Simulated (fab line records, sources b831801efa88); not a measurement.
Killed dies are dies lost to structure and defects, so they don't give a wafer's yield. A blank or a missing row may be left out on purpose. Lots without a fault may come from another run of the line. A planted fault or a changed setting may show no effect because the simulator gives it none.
fab line records | flow gf180mcu
record lots=13 wafers=39 last_day=34
route steps=602 shown LVPWELL@63 V2@400 V3@430
lots that met no fault: from a run of the same line without faults
start_h: hours from the record's first day to the start of the lot's first wafer shown | wait_h: hours since the lot's step before | " the same as in the row above | L1.1+2: a row that stands for several wafers | - no value, or no start given | * or withheld: withheld | < > ~ a bound
route shown NAME@n: a module of which the file shows steps, and the number in the route of the first | usual: mean/standard deviation of fault-free wafers | same: alike in all rows | chamber/n: place in a boat | sites: the reading at each site | _std_site: their standard deviation | _edge_site: outer sites' mean less inner sites' | radius_mm: how far each site lies from the wafer's centre | mask NAME#n: copy n | behind: the tool/chamber that last shaped the wafer | hold: why the lot was held/for how many hours/how that ended | device: the transistor (n, p or np) that didn't switch | end of line: the same wafers' tests at the end of the route | a step without rows: its recipe alone | killed: dies lost to structure and defects at the first sort, not the wafer's yield | map: a wafer's dies, x killed, . not, _ none there
set.NAME: the setting as run; set.NAME@STEP: as run at that earlier step | model.NAME: the simulator's own value behind a step, which no gauge read
steps of the route over a sample of lots; a table a step, a row a wafer
services: from which hour (start_h, from the record's first day; less than 0 if before it) a tool's chamber was out of use, for how many hours, and why
## steps
# step GF_LVPWELL_IMPLANT_09
# recipe species=B energy_kev=60 dose_cm2=5e+12 tilt_deg=0
# usual beam_on_s=10.01/0.22 faraday_current_uA=28.2/0.61
# columns lot.wafer tool chamber start_h wait_h beam_on_s faraday_current_uA
L948.2 implanter-03 0 74.91 0.1 9.84 28.6
L948.5 " 0 " " 10.14 27.9
L948.6 " 0 " " 9.91 28.5
L950.1 implanter-03 0 85.08 0.1 9.78 28.8
L950.3 " 0 " " 10.14 27.8
L950.6 " 0 " " 9.96 28.2
L953.2 implanter-03 0 103.16 0.1 10.06 28.1
L953.4 " 0 " " 10.05 28.1
L953.6 " 0 " " 10.42 27.0
L957.1 implanter-04 0 124.43 0.1 9.97 28.2
L957.4 " 0 " " 9.78 28.8
L957.6 " 0 " " 10.21 27.6
L958.2 implanter-03 0 128.60 0.1 11.66 24.1
L958.3 " 0 " " 11.52 24.5
L958.4 " 0 " " 11.52 24.3
L960.1 implanter-03 0 140.93 0.1 11.84 23.9
L960.5 " 0 " " 12.28 22.9
L960.6 " 0 " " 11.89 23.6
L963.1 implanter-02 0 169.53 0.1 10.03 28.0
L963.2 " 0 " " 10.01 28.1
L963.4 " 0 " " 9.62 29.2
L964.2 implanter-04 0 170.21 0.1 9.76 28.8
L964.5 " 0 " " 9.97 28.2
L964.6 " 0 " " 9.69 29.0
L965.2 implanter-04 0 177.46 0.1 10.05 28.0
L965.3 " 0 " " 9.99 28.4
L965.4 " 0 " " 10.11 28.0
L967.1 implanter-04 0 180.50 0.1 10.07 28.0
L967.5 " 0 " " 10.22 27.6
L967.6 " 0 " " 9.55 29.3
L966.3 implanter-04 0 181.38 0.1 10.39 27.2
L966.5 " 0 " " 9.93 28.4
L966.6 " 0 " " 10.00 28.2
L968.2 implanter-02 0 189.70 0.1 10.02 27.9
L968.5 " 0 " " 9.71 28.9
L968.6 " 0 " " 10.10 28.0
L969.3 implanter-04 0 199.88 0.1 10.26 27.5
L969.4 " 0 " " 10.22 27.4
L969.5 " 0 " " 10.24 27.5
# step GF_VT_IMPLANT_RS_MEAS_48
# recipe thk_meas_gauge=four-point-probe
# usual LVPWELL_RS=1197/3.2
# columns lot.wafer tool chamber start_h wait_h LVPWELL_RS[ohm/sq]
L948.2 film_metro-03 - 161.79 0.1 1196
L948.5 " - " " 1200
L948.6 " - " " 1199
L950.1 film_metro-02 - 173.73 0.1 1203
L950.3 " - " " 1200
L950.6 " - " " 1200
L953.2 film_metro-02 - 196.32 0.1 1199
L953.4 " - " " 1198
L953.6 " - " " 1200
L957.1 film_metro-03 - 223.92 0.1 1198
L957.4 " - " " 1194
L957.6 " - " " 1197
L958.2 film_metro-02 - 229.70 0.1 1157
L958.3 " - " " 1161
L958.4 " - " " 1162
L960.1 film_metro-03 - 245.45 0.1 1159
L960.5 " - " " 1160
L960.6 " - " " 1156
L963.1 film_metro-04 - 277.75 0.1 1197
L963.2 " - " " 1196
L963.4 " - " " 1195
L964.2 film_metro-04 - 278.97 0.1 1198
L964.5 " - " " 1199
L964.6 " - " " 1198
L965.2 film_metro-03 - 287.52 0.1 1199
L965.3 " - " " 1199
L965.4 " - " " 1196
L967.1 film_metro-03 - 292.23 0.1 1197
L967.5 " - " " 1196
L967.6 " - " " 1195
L966.3 film_metro-02 - 292.57 0.1 1196
L966.5 " - " " 1193
L966.6 " - " " 1190
L968.2 film_metro-03 - 302.15 0.1 1199
L968.5 " - " " 1199
L968.6 " - " " 1198
L969.3 film_metro-04 - 314.14 0.1 1196
L969.4 " - " " 1198
L969.5 " - " " 1201
# step GF_V2_STRIP_18
# recipe chemistry=O2/N2 power_w=1400 pressure_mtorr=1500 platen_temp_c=250 o2_flow_sccm=3000 n2_flow_sccm=300 overash_fraction=0.5
# usual drypump_motor_current_A=6.0/0.31 heater_power_w=321/26 oes_product_au=0.592/0.005
# columns lot.wafer tool chamber start_h wait_h drypump_motor_current_A heater_power_w oes_product_au rf_hours_counter_h
L948.2 plasma_asher-04 0 463.33 - 5.5 316 0.587 3
L948.5 " 0 " " 5.5 317 0.588 -
L948.6 " 1 " " 6.2 339 0.586 -
L950.1 plasma_asher-03 1 482.02 - 6.4 281 0.592 75
L950.3 " 1 " " 6.4 288 0.583 -
L950.6 " 1 " " 6.4 276 0.591 -
L953.2 plasma_asher-01 0 517.87 - 5.8 371 0.597 86
L953.4 " 1 " " 5.9 324 0.594 -
L953.6 " 1 " " 6.0 314 0.589 -
L957.1 plasma_asher-03 0 553.07 - 6.2 325 0.588 82
L957.4 " 1 " " 6.4 289 0.595 -
L957.6 " 1 " " 6.4 286 0.583 -
L958.2 plasma_asher-04 0 562.72 - 5.5 319 0.585 14
L958.3 " 1 " " 6.2 333 0.590 -
L958.4 " 0 " " 5.5 312 0.583 -
L960.1 plasma_asher-04 0 579.61 - 5.5 318 0.590 16
L960.5 " 0 " " 5.5 318 0.593 -
L960.6 " 1 " " 6.2 341 0.583 -
L963.1 plasma_asher-03 1 608.17 - 6.4 276 0.583 88
L963.2 " 0 " " 6.2 332 0.598 88
L963.4 " 0 " " 6.1 330 0.594 -
L964.2 plasma_asher-03 0 611.97 - 6.1 327 0.596 89
L964.5 " 0 " " 6.2 328 0.602 -
L964.6 " 1 " " 6.4 281 0.592 -
L965.2 plasma_asher-03 0 618.07 - 6.2 334 0.594 89
L965.3 " 0 " " 6.1 327 0.586 -
L965.4 " 1 " " 6.4 289 0.601 -
L966.3 plasma_asher-04 0 626.35 - 5.5 319 0.602 -
L966.5 " 0 " " 5.5 316 0.590 -
L966.6 " 1 " " 6.2 336 0.596 -
L967.1 plasma_asher-03 1 627.07 - 6.4 279 0.599 90
L967.5 " 0 " " 6.2 330 0.591 -
L967.6 " 1 " " 6.4 286 0.594 -
L968.2 plasma_asher-01 0 636.97 - 5.8 361 0.593 98
L968.5 " 1 " " 6.0 323 0.587 -
L968.6 " 0 " " 5.8 368 0.591 -
L969.3 plasma_asher-01 0 649.05 - 5.8 367 0.589 -
L969.4 " 1 " " 5.9 325 0.594 -
L969.5 " 1 " " 5.9 319 0.585 -
# step GF_V3_THK_MEAS_01
# recipe reads=SiO2_of_V3_CVD_00
# usual V3_CVD_00_THK=601/5.8
# columns lot.wafer tool chamber start_h wait_h V3_CVD_00_THK[nm]
L948.2 film_metro-01 - 489.79 0.0 601
L948.5 " - " " 602
L948.6 " - " " 595
L950.1 film_metro-02 - 507.81 0.0 592
L950.3 " - " " 594
L950.6 " - " " 597
L953.2 film_metro-04 - 542.56 0.0 597
L953.4 " - " " 599
L953.6 " - " " 594
L957.1 film_metro-01 - 577.53 0.0 597
L957.4 " - " " 593
L957.6 " - " " 594
L958.2 film_metro-02 - 586.19 0.0 592
L958.3 " - " " 603
L958.4 " - " " 594
L960.1 film_metro-01 - 603.13 0.0 596
L960.5 " - " " 600
L960.6 " - " " 597
L963.1 film_metro-04 - 631.32 0.0 607
L963.2 " - " " 605
L963.4 " - " " 607
L964.2 film_metro-02 - 633.96 0.0 604
L964.5 " - " " 603
L964.6 " - " " 605
L965.2 film_metro-04 - 640.65 0.0 592
L965.3 " - " " 600
L965.4 " - " " 597
L966.3 film_metro-04 - 648.72 0.1 604
L966.5 " - " " 607
L966.6 " - " " 602
L967.1 film_metro-02 - 649.05 0.0 593
L967.5 " - " " 597
L967.6 " - " " 597
L968.2 film_metro-04 - 658.46 0.0 613
L968.5 " - " " 614
L968.6 " - " " 609
L969.3 film_metro-02 - 670.91 0.1 604
L969.4 " - " " 603
L969.5 " - " " 604
# step GF_V3_OVL_MEAS_15
# usual V3_OVL=2/6
# columns lot.wafer tool chamber start_h wait_h V3_OVL[nm]
L948.2 overlay-02 - 513.92 0.1 0
L948.5 " - " " -2
L948.6 " - " " -2
L950.1 overlay-01 - 530.96 0.1 -2
L950.3 " - " " -4
L950.6 " - " " -3
L953.2 overlay-02 - 565.42 0.1 8
L953.4 " - " " 7
L953.6 " - " " 4
L957.1 overlay-02 - 599.60 0.1 5
L957.4 " - " " 10
L957.6 " - " " 9
L958.2 overlay-01 - 608.13 0.1 6
L958.3 " - " " 4
L958.4 " - " " 3
L960.1 overlay-01 - 624.16 0.1 5
L960.5 " - " " -5
L960.6 " - " " 3
L963.1 overlay-02 - 652.01 0.1 -3
L963.2 " - " " -4
L963.4 " - " " -6
L964.2 overlay-01 - 653.77 0.1 -1
L964.5 " - " " -4
L964.6 " - " " -1
L965.2 overlay-01 - 661.77 0.1 -6
L965.3 " - " " -2
L965.4 " - " " -8
L966.3 overlay-01 - 668.17 0.1 3
L966.5 " - " " 4
L966.6 " - " " -5
L967.1 overlay-01 - 668.50 0.1 6
L967.5 " - " " 7
L967.6 " - " " 8
L968.2 overlay-02 - 677.81 0.1 -9
L968.5 " - " " -1
L968.6 " - " " -7
L969.3 overlay-01 - 690.49 0.1 4
L969.4 " - " " 7
L969.5 " - " " 4
## services
# columns tool chamber start_h hours kind
plasma_asher-03 - 62.74 5.3 repair
implanter-04 - 85.26 4.5 pm
plasma_asher-04 - 87.21 23.7 pm
implanter-04 - 134.91 2.5 repair
plasma_asher-04 - 192.92 4.8 repair
implanter-04 - 217.80 0.7 repair
plasma_asher-03 - 220.98 2.8 pm
implanter-03 - 268.98 2.9 repair
plasma_asher-03 - 299.19 10.8 repair
implanter-03 - 306.05 3.6 repair
implanter-03 - 312.92 4.8 repair
plasma_asher-04 - 313.24 2.5 repair
implanter-03 - 321.46 98.0 repair
implanter-03 - 419.42 4.1 pm
plasma_asher-03 - 430.90 1.2 repair
plasma_asher-03 - 432.44 2.4 repair
implanter-03 - 518.55 9.5 repair
implanter-04 - 574.26 5.5 pm
implanter-03 - 583.37 4.8 repair
implanter-03 - 584.63 5.1 repair
implanter-03 - 604.94 2.5 repair
plasma_asher-03 - 607.46 0.6 repair
implanter-03 - 629.91 3.1 pm
implanter-04 - 645.57 4.4 repair
## key
first_sign step=GF_LVPWELL_IMPLANT_09 reading=beam_on_s direction=up sigmas=8.1 usual=10.01 struck=11.79
effect step=GF_LVPWELL_IMPLANT_09 reading=faraday_current_uA direction=down sigmas=6.9 usual=28.2 struck=23.9
effect step=GF_VT_IMPLANT_RS_MEAS_48 reading=LVPWELL_RS direction=down sigmas=12 usual=1197 struck=1159
met_at GF_LVPWELL_IMPLANT_09
struck_lots L958,L960
tester_left_out L958,L960
not_acting_at GF_V2_STRIP_18,GF_V3_THK_MEAS_01,GF_V3_OVL_MEAS_15
onset_between 103.16 128.60
fault kind=process_parameter_drift tool=implanter-03 chamber=- onset_h=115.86 steps=GF_LVPWELL_IMPLANT_09 channel=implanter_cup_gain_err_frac offset=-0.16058 shape=step end_h=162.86
# tester_left_out: of these lots the tester's yield and bins aren't shown, on N5 and GAA mostly nor the transistor test; their killed dies are dies lost to structure and defects alone, not to doping, threshold or leakage, so they don't give the yield
